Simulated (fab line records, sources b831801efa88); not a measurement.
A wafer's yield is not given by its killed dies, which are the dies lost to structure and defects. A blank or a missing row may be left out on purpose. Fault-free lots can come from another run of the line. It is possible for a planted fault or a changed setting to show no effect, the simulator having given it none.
Check for tools in common | flow gf180mcu | 36 wafers sampled across 12 lots

REASON IT WAS OPENED
GF_HV_LDD_TW_MEAS_11, reading HV_LDD_TW: flagged on 2 of 12 lots. No-fault wafers: 2413, standard deviation 19.
Rule: a lot gets a flag if all its wafers with a number sit over 4 standard deviations from that mean, or if no wafer of it has a number. The rest of the lots are taken to be sound.

lot  | measured     | on           | HV_LDD_TW, wafer by wafer | flag
L269 | day 10 16:33 | filmMetro-02 | 2424 2406 2416            | 
L270 | day 11 02:31 | filmMetro-04 | 2431 2434 2417            | 
L271 | day 11 09:15 | filmMetro-02 | 2422 2411 2421            | 
L272 | day 11 23:27 | filmMetro-02 | 2425 2416 2422            | 
L273 | day 12 09:36 | filmMetro-03 | 2383 2392 2392            | 
L274 | day 12 14:02 | filmMetro-04 | 2437 2449 2455            | 
L275 | day 12 20:43 | filmMetro-04 | 2561 2562 2558            | FLAGGED
L276 | day 13 03:51 | filmMetro-03 | 2503 2514 2509            | FLAGGED
L286 | day 16 04:42 | filmMetro-03 | 2410 2412 2390            | 
L287 | day 16 13:45 | filmMetro-03 | 2401 2412 2407            | 
L289 | day 17 00:26 | filmMetro-02 | 2408 2416 2426            | 
L288 | day 17 02:13 | filmMetro-03 | 2417 2411 2405            | 
The mean of the flagged lots' numbers is 2534, +122 from the usual (+6 standard deviations).

EACH LOT AND THE TOOL IT RAN ON
The record holds 1 process step before the reading, out of a route of 602 steps. Each cell gives the tool, then ch followed by the chambers the sampled wafers passed through, then the start.
lot  | flag    | GF_HV_LDD_IMPLANT_09
L269 |         | implanter-03 ch 0, day 10 16:18
L270 |         | implanter-02 ch 0, day 11 02:17
L271 |         | implanter-02 ch 0, day 11 09:00
L272 |         | implanter-02 ch 0, day 11 23:13
L273 |         | implanter-02 ch 0, day 12 09:21
L274 |         | implanter-04 ch 0, day 12 13:47
L275 | FLAGGED | implanter-02 ch 0, day 12 20:28
L276 | FLAGGED | implanter-02 ch 0, day 13 03:36
L286 |         | implanter-02 ch 0, day 16 04:27
L287 |         | implanter-02 ch 0, day 16 13:31
L289 |         | implanter-02 ch 0, day 17 00:13
L288 |         | implanter-04 ch 0, day 17 01:59
These steps, and what they do:
- GF_HV_LDD_IMPLANT_09
- GF_HV_LDD_TW_MEAS_11

FLAGGED AGAINST TOTAL, ONE TOOL AT A TIME (gauges that did the reading follow at the end)
step                 | tool         | lots run | flagged | share of the flagged lots | sound lots run after its first flagged lot
GF_HV_LDD_IMPLANT_09 | implanter-02 | 9        | 2       | all                       | 3 (L286,L287,L289)
GF_HV_LDD_IMPLANT_09 | implanter-03 | 1        | 0       | none                      | -
GF_HV_LDD_IMPLANT_09 | implanter-04 | 2        | 0       | none                      | -
GF_HV_LDD_TW_MEAS_11 | filmMetro-02 | 4        | 0       | none                      | -
GF_HV_LDD_TW_MEAS_11 | filmMetro-03 | 5        | 1       | some                      | 3 (L286,L287,L288)
GF_HV_LDD_TW_MEAS_11 | filmMetro-04 | 3        | 1       | some                      | 0

WHAT IS ALLOWED BY THE TABLE
In the table, 1 row covers all flagged lots: implanter-02 at GF_HV_LDD_IMPLANT_09.
- implanter-02 at GF_HV_LDD_IMPLANT_09: 2 of its 9 lots flagged. Sound lots ran on it after the first flagged one (L286, L287, L289), which a lasting fault on the whole tool wouldn't allow. Its own readings lie more than 4 standard deviations out on every wafer of the flagged lots: beamEnergyKeV.
Every row of the table either missed a flagged lot or ran a sound lot after the first.

WHAT THE SIMULATOR PUT IN
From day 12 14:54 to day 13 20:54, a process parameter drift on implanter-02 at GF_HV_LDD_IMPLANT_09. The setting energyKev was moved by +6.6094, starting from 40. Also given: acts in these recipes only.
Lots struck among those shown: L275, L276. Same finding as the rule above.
